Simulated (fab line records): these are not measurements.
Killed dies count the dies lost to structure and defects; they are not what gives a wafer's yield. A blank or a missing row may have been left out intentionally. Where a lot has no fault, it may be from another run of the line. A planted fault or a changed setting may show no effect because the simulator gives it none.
What tool caused it? | flow sky130 | 7 lots, 21 wafers sampled, at 1 step of a route of 708

WHAT THE GAUGES READ, wafer by wafer
SKY_LDD_LDN_OVL_MEAS_07.
lot  | measured     | on         | LDD_LDN_OVL (nm)
L163 | day 23 16:10 | overlay-01 | -0.8 -1.4 -0.3
L165 | day 24 20:46 | overlay-01 | -1.3 -2.4 -0.2
L168 | day 25 12:04 | overlay-01 | -0.6 -0.6 0.3
L170 | day 26 07:46 | overlay-01 | 1.0 -0.6 0.9
L177 | day 28 19:19 | overlay-01 | 2.1 1.2 -0.2
L182 | day 30 01:34 | overlay-02 | -1.3 -1.1 -0.9
L184 | day 30 23:13 | overlay-02 | -1.0 1.3 -0.9

WHAT TOOL EACH LOT RAN ON (gives the tool, then ch and the chambers of the sampled wafers, and finally the start)
Before these readings, the record contains no process step.

THE ANSWER, worked out from the rows above alone
Rule: the usual values come from the lots themselves. Put in order of their means at a reading, lots are off if they are a third of the lots or fewer, leave a main group of 4 or more, and stand apart from it by a gap of 3 or more times the standard deviation of the main group's means; of several such gaps the widest counts. A main group whose means are all the same, to the digits that the tables above print for the reading, isn't used. Also off: a lot with no number at a reading for which 4 or more lots have one. The other lots that the step has rows for count as sound.
No lot is off at any reading shown: from this, nothing can be told.

WHAT WAS PUT IN BY THE SIMULATOR
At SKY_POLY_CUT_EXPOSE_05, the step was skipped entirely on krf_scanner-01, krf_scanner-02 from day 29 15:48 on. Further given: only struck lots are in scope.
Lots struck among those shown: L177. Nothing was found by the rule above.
